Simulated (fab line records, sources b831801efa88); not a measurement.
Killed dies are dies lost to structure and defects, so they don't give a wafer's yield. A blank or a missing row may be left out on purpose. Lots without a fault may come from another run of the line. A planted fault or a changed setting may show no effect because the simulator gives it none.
fab line records | flow gf180mcu
record lots=24 wafers=72 last_day=34
route steps=602 shown M1@316 V1@353 V2@387 M3@410
lots that met no fault: from a run of the same line without faults
start_h: hours from the record's first day to the start of the lot's first wafer shown | wait_h: hours since the lot's step before | " the same as in the row above | L1.1+2: a row that stands for several wafers | - no value, or no start given | * or withheld: withheld | < > ~ a bound
route shown NAME@n: a module of which the file shows steps, and the number in the route of the first | usual: mean/standard deviation of fault-free wafers | same: alike in all rows | chamber/n: place in a boat | sites: the reading at each site | _std_site: their standard deviation | _edge_site: outer sites' mean less inner sites' | radius_mm: how far each site lies from the wafer's centre | mask NAME#n: copy n | behind: the tool/chamber that last shaped the wafer | hold: why the lot was held/for how many hours/how that ended | device: the transistor (n, p or np) that didn't switch | end of line: the same wafers' tests at the end of the route | a step without rows: its recipe alone | killed: dies lost to structure and defects at the first sort, not the wafer's yield | map: a wafer's dies, x killed, . not, _ none there
set.NAME: the setting as run; set.NAME@STEP: as run at that earlier step | model.NAME: the simulator's own value behind a step, which no gauge read
steps of the route over a sample of lots; a table a step, a row a wafer
services: from which hour (start_h, from the record's first day; less than 0 if before it) a tool's chamber was out of use, for how many hours, and why
## steps
# step GF_M1_SPUTTER_01
# recipe material=TiN target_thk_nm=30 power_w=6500 time_s=25 chamber_pressure_pa=0.4
# usual throttle_valve_pct=29.7/0.82
# columns lot.wafer tool chamber start_h wait_h throttle_valve_pct
L074.2 pvd_sputter-04 - 365.19 0.1 28.9
L074.5 " - " " 29.8
L074.6 " - " " 30.3
L075.1 pvd_sputter-01 - 374.51 0.1 28.4
L075.2 " - " " 31.7
L075.4 " - " " 29.5
L076.2 pvd_sputter-04 - 382.97 0.1 29.8
L076.3 " - " " 30.4
L076.4 " - " " 29.0
L077.2 pvd_sputter-03 - 390.29 0.1 30.3
L077.3 " - " " 30.7
L077.6 " - " " 30.4
L078.3 pvd_sputter-03 - 402.91 0.1 30.2
L078.4 " - " " 30.5
L078.5 " - " " 29.5
L079.1 pvd_sputter-01 - 408.19 0.1 31.5
L079.4 " - " " 28.4
L079.5 " - " " 28.7
L080.2 pvd_sputter-04 - 418.48 0.1 28.9
L080.3 " - " " 28.7
L080.4 " - " " 30.4
L081.3 pvd_sputter-01 - 430.05 0.1 31.5
L081.4 " - " " 28.4
L081.6 " - " " 28.9
L082.3 pvd_sputter-03 - 436.62 0.1 30.3
L082.4 " - " " 29.3
L082.5 " - " " 28.9
L083.1 pvd_sputter-03 - 444.47 0.1 29.5
L083.2 " - " " 30.6
L083.6 " - " " 30.6
L084.1 pvd_sputter-01 - 460.50 0.1 29.0
L084.2 " - " " 31.4
L084.5 " - " " 31.5
L085.1 pvd_sputter-04 - 465.27 0.1 29.1
L085.3 " - " " 30.2
L085.6 " - " " 30.5
L086.2 pvd_sputter-01 - 468.76 0.1 31.6
L086.4 " - " " 29.6
L086.6 " - " " 31.4
L087.1 pvd_sputter-01 - 475.46 0.1 29.5
L087.4 " - " " 29.2
L087.6 " - " " 29.1
L088.1 pvd_sputter-04 - 488.50 0.1 29.1
L088.3 " - " " 28.8
L088.6 " - " " 29.7
L089.2 pvd_sputter-04 - 496.66 0.1 29.2
L089.4 " - " " 29.0
L089.5 " - " " 29.6
L090.2 pvd_sputter-03 - 512.39 0.1 29.0
L090.3 " - " " 30.1
L090.6 " - " " 30.4
L091.1 pvd_sputter-03 - 528.31 0.1 30.7
L091.4 " - " " 29.0
L091.5 " - " " 29.7
L092.1 pvd_sputter-03 - 541.92 0.1 30.2
L092.4 " - " " 28.8
L092.6 " - " " 30.3
L094.1 pvd_sputter-04 - 545.84 0.1 28.8
L094.2 " - " " 29.9
L094.5 " - " " 28.8
L093.1 pvd_sputter-04 - 546.76 0.1 29.8
L093.2 " - " " 30.3
L093.3 " - " " 28.9
L095.3 pvd_sputter-01 - 549.56 0.1 29.0
L095.5 " - " " 28.8
L095.6 " - " " 29.4
L096.2 pvd_sputter-01 - 564.21 0.1 28.9
L096.3 " - " " 31.4
L096.6 " - " " 28.6
L097.2 pvd_sputter-03 - 566.54 0.1 29.5
L097.3 " - " " 29.3
L097.6 " - " " 29.6
# step GF_V1_STRIP_18
# recipe chemistry=O2/N2 power_w=1400 pressure_mtorr=1500 platen_temp_c=250 o2_flow_sccm=3000 n2_flow_sccm=300 overash_fraction=0.5
# usual drypump_motor_current_A=5.7/0.49 heater_power_w=345/39 oes_product_au=0.592/0.0045
# columns lot.wafer tool chamber start_h wait_h drypump_motor_current_A heater_power_w oes_product_au rf_hours_counter_h
L074.2 plasma_asher-04 1 412.85 - 5.6 408 0.589 60
L074.5 " 1 " " 5.7 401 0.592 -
L074.6 " 0 " " 6.1 305 0.589 -
L075.1 plasma_asher-03 1 423.25 - 5.1 337 0.589 31
L075.2 " 0 " " 5.5 313 0.597 31
L075.4 " 0 " " 5.5 307 0.594 -
L076.2 plasma_asher-04 0 431.68 - 6.1 298 0.595 62
L076.3 " 0 " " 6.1 303 0.583 -
L076.4 " 1 " " 5.6 414 0.594 -
L077.2 plasma_asher-01 0 439.75 - 6.7 340 0.592 1
L077.3 " 0 " " 6.7 328 0.596 -
L077.6 " 1 " " 5.6 388 0.593 -
L078.3 plasma_asher-04 0 453.91 - 6.1 303 0.592 -
L078.4 " 1 " " 5.6 412 0.581 -
L078.5 " 1 " " 5.6 407 0.586 -
L079.1 plasma_asher-01 0 458.58 - 6.7 328 0.587 3
L079.4 " 0 " " 6.7 332 0.594 -
L079.5 " 1 " " 5.6 392 0.584 -
L080.2 plasma_asher-04 0 468.68 - 6.1 308 0.590 66
L080.3 " 0 " " 6.1 303 0.596 -
L080.4 " 1 " " 5.6 403 0.595 -
L081.3 plasma_asher-03 0 480.81 - 5.5 301 0.589 -
L081.4 " 1 " " 5.1 326 0.592 -
L081.6 " 0 " " 5.5 312 0.583 -
L082.3 plasma_asher-01 0 487.63 - 6.7 335 0.584 -
L082.4 " 1 " " 5.6 391 0.593 -
L082.5 " 0 " " 6.7 334 0.592 -
L083.1 plasma_asher-01 1 495.40 - 5.6 393 0.590 7
L083.2 " 0 " " 6.7 333 0.586 7
L083.6 " 0 " " 6.7 325 0.589 -
L084.1 plasma_asher-01 0 510.54 - 6.7 332 0.590 9
L084.2 " 1 " " 5.6 392 0.590 9
L084.5 " 0 " " 6.7 336 0.593 -
L085.1 plasma_asher-04 0 515.74 - 6.1 309 0.589 69
L085.3 " 0 " " 6.1 309 0.595 -
L085.6 " 0 " " 6.1 312 0.593 -
L086.2 plasma_asher-03 1 518.15 - 5.1 340 0.600 41
L086.4 " 0 " " 5.5 308 0.596 -
L086.6 " 0 " " 5.5 311 0.600 -
L087.1 plasma_asher-03 0 524.54 - 5.5 309 0.591 42
L087.4 " 1 " " 5.1 340 0.594 -
L087.6 " 0 " " 5.5 307 0.593 -
L088.1 plasma_asher-03 0 537.39 - 5.5 299 0.589 43
L088.3 " 0 " " 5.5 304 0.589 -
L088.6 " 1 " " 5.1 326 0.597 -
L089.2 plasma_asher-04 0 544.79 - 6.1 309 0.596 73
L089.4 " 0 " " 6.1 306 0.591 -
L089.5 " 0 " " 6.1 310 0.582 -
L090.2 plasma_asher-03 0 559.29 - 5.5 310 0.589 45
L090.3 " 0 " " 5.5 308 0.590 -
L090.6 " 0 " " 5.5 306 0.593 -
L091.1 plasma_asher-01 0 574.99 - 6.7 344 0.587 16
L091.4 " 0 " " 6.7 342 0.600 -
L091.5 " 1 " " 5.6 384 0.592 -
L092.1 plasma_asher-03 0 587.84 - 5.5 306 0.592 48
L092.4 " 1 " " 5.1 332 0.599 -
L092.6 " 1 " " 5.1 335 0.594 -
L094.1 plasma_asher-04 1 591.87 - 5.7 403 0.594 77
L094.2 " 0 " " 6.1 307 0.587 77
L094.5 " 1 " " 5.6 404 0.591 -
L093.1 plasma_asher-03 1 592.52 - 5.1 334 0.599 49
L093.2 " 0 " " 5.5 310 0.595 49
L093.3 " 1 " " 5.1 328 0.594 -
L095.3 plasma_asher-04 0 594.68 - 6.1 306 0.585 -
L095.5 " 1 " " 5.6 416 0.583 -
L095.6 " 0 " " 6.1 306 0.585 -
L096.2 plasma_asher-03 1 609.34 - 5.1 337 0.594 51
L096.3 " 0 " " 5.5 307 0.588 -
L096.6 " 0 " " 5.5 311 0.591 -
L097.2 plasma_asher-04 0 612.59 - 6.1 301 0.589 79
L097.3 " 0 " " 6.1 308 0.594 -
L097.6 " 1 " " 5.6 404 0.593 -
# step GF_V2_BOW_MEAS_05
# recipe mode=bow
# usual V2_BOW=100/8.6
# columns lot.wafer tool chamber start_h wait_h V2_BOW[um]
L074.2 film_metro-04 - 440.36 0.3 97
L074.5 " - " " 110
L074.6 " - " " 93
L075.1 film_metro-04 - 450.55 0.1 87
L075.2 " - " " 83
L075.4 " - " " 108
L076.2 film_metro-02 - 462.23 0.3 100
L076.3 " - " " 98
L076.4 " - " " 104
L077.2 film_metro-01 - 466.97 0.2 91
L077.3 " - " " 103
L077.6 " - " " 105
L078.3 film_metro-04 - 481.49 0.2 96
L078.4 " - " " 105
L078.5 " - " " 103
L079.1 film_metro-01 - 486.24 0.1 96
L079.4 " - " " 86
L079.5 " - " " 93
L080.2 film_metro-02 - 495.74 0.1 101
L080.3 " - " " 114
L080.4 " - " " 102
L081.3 film_metro-04 - 507.78 0.3 82
L081.4 " - " " 94
L081.6 " - " " 90
L082.3 film_metro-01 - 513.73 0.1 108
L082.4 " - " " 112
L082.5 " - " " 95
L083.1 film_metro-01 - 521.67 0.2 97
L083.2 " - " " 88
L083.6 " - " " 80
L084.1 film_metro-02 - 537.17 0.1 84
L084.2 " - " " 94
L084.5 " - " " 88
L085.1 film_metro-04 - 541.52 0.1 94
L085.3 " - " " 94
L085.6 " - " " 92
L086.2 film_metro-04 - 543.29 0.1 89
L086.4 " - " " 100
L086.6 " - " " 112
L087.1 film_metro-02 - 549.92 0.1 88
L087.4 " - " " 102
L087.6 " - " " 102
L088.1 film_metro-02 - 563.26 0.1 102
L088.3 " - " " 103
L088.6 " - " " 90
L089.2 film_metro-04 - 570.57 0.3 104
L089.4 " - " " 94
L089.5 " - " " 104
L090.2 film_metro-04 - 584.77 0.2 99
L090.3 " - " " 108
L090.6 " - " " 96
L091.1 film_metro-02 - 599.31 0.1 105
L091.4 " - " " 90
L091.5 " - " " 106
L092.1 film_metro-04 - 612.46 0.1 117
L092.4 " - " " 94
L092.6 " - " " 99
L094.1 film_metro-02 - 615.71 0.2 109
L094.2 " - " " 107
L094.5 " - " " 108
L093.1 film_metro-01 - 616.31 0.1 119
L093.2 " - " " 121
L093.3 " - " " 108
L095.3 film_metro-02 - 618.87 0.1 110
L095.5 " - " " 95
L095.6 " - " " 116
L096.2 film_metro-02 - 632.99 0.2 101
L096.3 " - " " 98
L096.6 " - " " 105
L097.2 film_metro-02 - 636.76 0.1 96
L097.3 " - " " 89
L097.6 " - " " 85
# step GF_V2_SPUTTER_22
# recipe material=TiN target_thk_nm=10 chamber_pressure_pa=5 power_w=4000 time_s=40
# usual throttle_valve_pct=29.7/0.61
# columns lot.wafer tool chamber start_h wait_h throttle_valve_pct
L074.2 pvd_sputter-02 - 465.44 0.0 29.5
L074.5 " - " " 30.5
L074.6 " - " " 30.2
L075.1 pvd_sputter-03 - 475.29 0.0 29.6
L075.2 " - " " 30.2
L075.4 " - " " 29.1
L076.2 pvd_sputter-04 - 487.17 0.0 30.4
L076.3 " - " " 29.1
L076.4 " - " " 29.1
L077.2 pvd_sputter-02 - 491.51 0.0 30.2
L077.3 " - " " 29.3
L077.6 " - " " 29.0
L078.3 pvd_sputter-04 - 506.17 0.0 29.5
L078.4 " - " " 28.9
L078.5 " - " " 28.8
L079.1 pvd_sputter-03 - 510.62 0.0 30.7
L079.4 " - " " 30.5
L079.5 " - " " 30.8
L080.2 pvd_sputter-02 - 520.47 0.0 30.2
L080.3 " - " " 30.0
L080.4 " - " " 29.1
L081.3 pvd_sputter-02 - 531.77 0.0 29.1
L081.4 " - " " 30.2
L081.6 " - " " 29.5
L082.3 pvd_sputter-03 - 537.57 0.0 29.2
L082.4 " - " " 30.7
L082.5 " - " " 29.6
L083.1 pvd_sputter-03 - 546.12 0.0 29.6
L083.2 " - " " 29.0
L083.6 " - " " 29.6
L084.1 pvd_sputter-03 - 560.39 0.0 30.1
L084.2 " - " " 29.0
L084.5 " - " " 30.7
L085.1 pvd_sputter-04 - 564.39 0.0 30.2
L085.3 " - " " 29.0
L085.6 " - " " 30.2
L086.2 pvd_sputter-04 - 567.41 0.0 29.9
L086.4 " - " " 29.0
L086.6 " - " " 29.2
L087.1 pvd_sputter-03 - 573.42 0.0 30.0
L087.4 " - " " 28.9
L087.6 " - " " 29.5
L088.1 pvd_sputter-02 - 585.88 0.0 29.8
L088.3 " - " " 29.4
L088.6 " - " " 30.3
L089.2 pvd_sputter-04 - 593.47 0.0 28.6
L089.4 " - " " 30.0
L089.5 " - " " 28.9
L090.2 pvd_sputter-03 - 607.26 0.0 29.5
L090.3 " - " " 30.5
L090.6 " - " " 30.7
L091.1 pvd_sputter-04 - 621.13 0.0 29.6
L091.4 " - " " 29.0
L091.5 " - " " 30.2
L092.1 pvd_sputter-03 - 634.50 0.0 30.3
L092.4 " - " " 29.1
L092.6 " - " " 29.0
L094.1 pvd_sputter-02 - 637.70 0.0 30.1
L094.2 " - " " 29.5
L094.5 " - " " 29.3
L093.1 pvd_sputter-03 - 638.23 0.0 29.6
L093.2 " - " " 30.4
L093.3 " - " " 30.0
L095.3 pvd_sputter-02 - 640.11 0.0 30.2
L095.5 " - " " 30.2
L095.6 " - " " 29.8
L096.2 pvd_sputter-04 - 654.48 0.0 28.8
L096.3 " - " " 30.3
L096.6 " - " " 29.0
L097.2 pvd_sputter-03 - 657.66 0.0 30.3
L097.3 " - " " 28.8
L097.6 " - " " 28.9
# step GF_M3_SPUTTER_01
# recipe material=TiN target_thk_nm=30 power_w=6500 time_s=25 chamber_pressure_pa=0.4
# usual throttle_valve_pct=29.7/0.94
# columns lot.wafer tool chamber start_h wait_h throttle_valve_pct
L074.2 pvd_sputter-01 - 466.17 0.1 31.6
L074.5 " - " " 31.3
L074.6 " - " " 29.1
L075.1 pvd_sputter-04 - 476.02 0.1 30.1
L075.2 " - " " 29.1
L075.4 " - " " 29.7
L076.2 pvd_sputter-01 - 488.20 0.1 29.5
L076.3 " - " " 31.3
L076.4 " - " " 29.3
L077.2 pvd_sputter-01 - 492.29 0.1 29.5
L077.3 " - " " 28.6
L077.6 " - " " 29.6
L078.3 pvd_sputter-01 - 506.90 0.1 29.7
L078.4 " - " " 29.1
L078.5 " - " " 28.4
L079.1 pvd_sputter-03 - 511.35 0.1 30.4
L079.4 " - " " 31.1
L079.5 " - " " 30.2
L080.2 pvd_sputter-03 - 521.20 0.1 29.7
L080.3 " - " " 29.1
L080.4 " - " " 30.8
L081.3 pvd_sputter-01 - 532.50 0.1 31.4
L081.4 " - " " 29.6
L081.6 " - " " 31.8
L082.3 pvd_sputter-03 - 538.30 0.1 30.1
L082.4 " - " " 29.7
L082.5 " - " " 30.7
L083.1 pvd_sputter-03 - 546.85 0.1 30.7
L083.2 " - " " 29.5
L083.6 " - " " 30.0
L084.1 pvd_sputter-03 - 561.23 0.1 29.5
L084.2 " - " " 30.2
L084.5 " - " " 30.6
L085.1 pvd_sputter-04 - 565.12 0.1 28.6
L085.3 " - " " 29.8
L085.6 " - " " 29.0
L086.2 pvd_sputter-01 - 568.14 0.1 31.3
L086.4 " - " " 28.5
L086.6 " - " " 31.4
L087.1 pvd_sputter-01 - 574.15 0.1 31.8
L087.4 " - " " 28.4
L087.6 " - " " 29.6
L088.1 pvd_sputter-03 - 586.98 0.1 30.2
L088.3 " - " " 31.0
L088.6 " - " " 30.4
L089.2 pvd_sputter-03 - 594.20 0.1 29.5
L089.4 " - " " 30.8
L089.5 " - " " 30.7
L090.2 pvd_sputter-04 - 608.00 0.1 29.9
L090.3 " - " " 28.9
L090.6 " - " " 30.4
L091.1 pvd_sputter-01 - 621.86 0.1 29.2
L091.4 " - " " 28.4
L091.5 " - " " 28.6
L092.1 pvd_sputter-01 - 635.23 0.1 29.0
L092.4 " - " " 29.7
L092.6 " - " " 28.8
L094.1 pvd_sputter-04 - 638.43 0.1 28.6
L094.2 " - " " 28.8
L094.5 " - " " 29.8
L093.1 pvd_sputter-04 - 638.96 0.1 30.3
L093.2 " - " " 29.9
L093.3 " - " " 28.9
L095.3 pvd_sputter-03 - 640.84 0.1 30.3
L095.5 " - " " 29.2
L095.6 " - " " 30.1
L096.2 pvd_sputter-01 - 655.21 0.1 29.1
L096.3 " - " " 31.5
L096.6 " - " " 31.7
L097.2 pvd_sputter-01 - 658.58 0.1 28.5
L097.3 " - " " 31.5
L097.6 " - " " 29.7
# step GF_M3_RS_MEAS_05
# recipe thk_meas_gauge=four-point-probe reads=TiN_of_M3_SPUTTER_04+Ti_of_M3_SPUTTER_03+AlCu_of_M3_SPUTTER_02+TiN_of_M3_SPUTTER_01+Ti_of_M3_SPUTTER_00
# usual M3_ALCU_RS=0.0696/0.00055
# columns lot.wafer tool chamber start_h wait_h M3_ALCU_RS[ohm/sq]
L074.2 film_metro-02 - 466.31 0.0 0.0703
L074.5 " - " " 0.0697
L074.6 " - " " 0.0703
L075.1 film_metro-03 - 476.14 0.0 0.0692
L075.2 " - " " 0.0688
L075.4 " - " " 0.0693
L076.2 film_metro-02 - 488.34 0.0 0.0689
L076.3 " - " " 0.0693
L076.4 " - " " 0.0694
L077.2 film_metro-02 - 492.43 0.0 0.0691
L077.3 " - " " 0.0695
L077.6 " - " " 0.0696
L078.3 film_metro-04 - 507.07 0.1 0.0702
L078.4 " - " " 0.0699
L078.5 " - " " 0.0709
L079.1 film_metro-02 - 511.47 0.0 0.0694
L079.4 " - " " 0.0692
L079.5 " - " " 0.0693
L080.2 film_metro-04 - 521.35 0.0 0.0703
L080.3 " - " " 0.0695
L080.4 " - " " 0.0691
L081.3 film_metro-02 - 532.66 0.1 0.0703
L081.4 " - " " 0.0696
L081.6 " - " " 0.0699
L082.3 film_metro-04 - 538.46 0.1 0.0697
L082.4 " - " " 0.0706
L082.5 " - " " 0.0699
L083.1 film_metro-04 - 546.97 0.0 0.0701
L083.2 " - " " 0.0706
L083.6 " - " " 0.0710
L084.1 film_metro-03 - 561.35 0.0 0.0694
L084.2 " - " " 0.0689
L084.5 " - " " 0.0685
L085.1 film_metro-04 - 565.24 0.0 0.0711
L085.3 " - " " 0.0696
L085.6 " - " " 0.0700
L086.2 film_metro-03 - 568.28 0.0 0.0691
L086.4 " - " " 0.0694
L086.6 " - " " 0.0691
L087.1 film_metro-04 - 574.27 0.0 0.0691
L087.4 " - " " 0.0697
L087.6 " - " " 0.0694
L088.1 film_metro-02 - 587.10 0.0 0.0690
L088.3 " - " " 0.0687
L088.6 " - " " 0.0690
L089.2 film_metro-02 - 594.34 0.0 0.0703
L089.4 " - " " 0.0698
L089.5 " - " " 0.0704
L090.2 film_metro-02 - 608.14 0.0 0.0696
L090.3 " - " " 0.0700
L090.6 " - " " 0.0698
L091.1 film_metro-03 - 621.98 0.0 0.0693
L091.4 " - " " 0.0691
L091.5 " - " " 0.0694
L092.1 film_metro-04 - 635.35 0.0 0.0698
L092.4 " - " " 0.0690
L092.6 " - " " 0.0698
L094.1 film_metro-03 - 638.55 0.0 0.0702
L094.2 " - " " 0.0703
L094.5 " - " " 0.0699
L093.1 film_metro-02 - 639.08 0.0 0.0698
L093.2 " - " " 0.0693
L093.3 " - " " 0.0693
L095.3 film_metro-02 - 641.00 0.1 0.0700
L095.5 " - " " 0.0697
L095.6 " - " " 0.0699
L096.2 film_metro-03 - 655.35 0.0 0.0697
L096.3 " - " " 0.0695
L096.6 " - " " 0.0698
L097.2 film_metro-03 - 658.72 0.0 0.0689
L097.3 " - " " 0.0691
L097.6 " - " " 0.0688
## services
# columns tool chamber start_h hours kind
pvd_sputter-01 - 385.15 7.9 repair
plasma_asher-01 - 421.25 9.0 pm
plasma_asher-04 - 427.98 0.6 repair
plasma_asher-01 - 435.29 1.3 repair
plasma_asher-03 - 444.64 0.5 repair
pvd_sputter-01 - 459.55 0.6 repair
pvd_sputter-04 0 460.02 - consumable_replace:kit
pvd_sputter-04 0 460.02 18.0 scheduled_down
plasma_asher-03 - 468.14 0.7 repair
plasma_asher-04 - 474.52 2.8 pm
plasma_asher-04 - 482.36 15.6 pm
pvd_sputter-03 - 487.65 2.0 repair
pvd_sputter-03 - 489.88 5.8 repair
pvd_sputter-04 - 510.74 0.5 repair
plasma_asher-01 - 512.36 2.8 pm
plasma_asher-01 - 537.22 1.6 repair
pvd_sputter-02 - 557.42 12.3 repair
plasma_asher-03 - 611.62 3.3 repair
plasma_asher-01 - 614.20 1.7 repair
pvd_sputter-03 - 622.67 3.8 repair
plasma_asher-04 - 624.30 3.5 repair
pvd_sputter-03 3 640.96 - consumable_replace:kit
pvd_sputter-03 3 640.96 18.0 scheduled_down
pvd_sputter-03 3 640.96 18.0 vent_cycle
## key
fault none
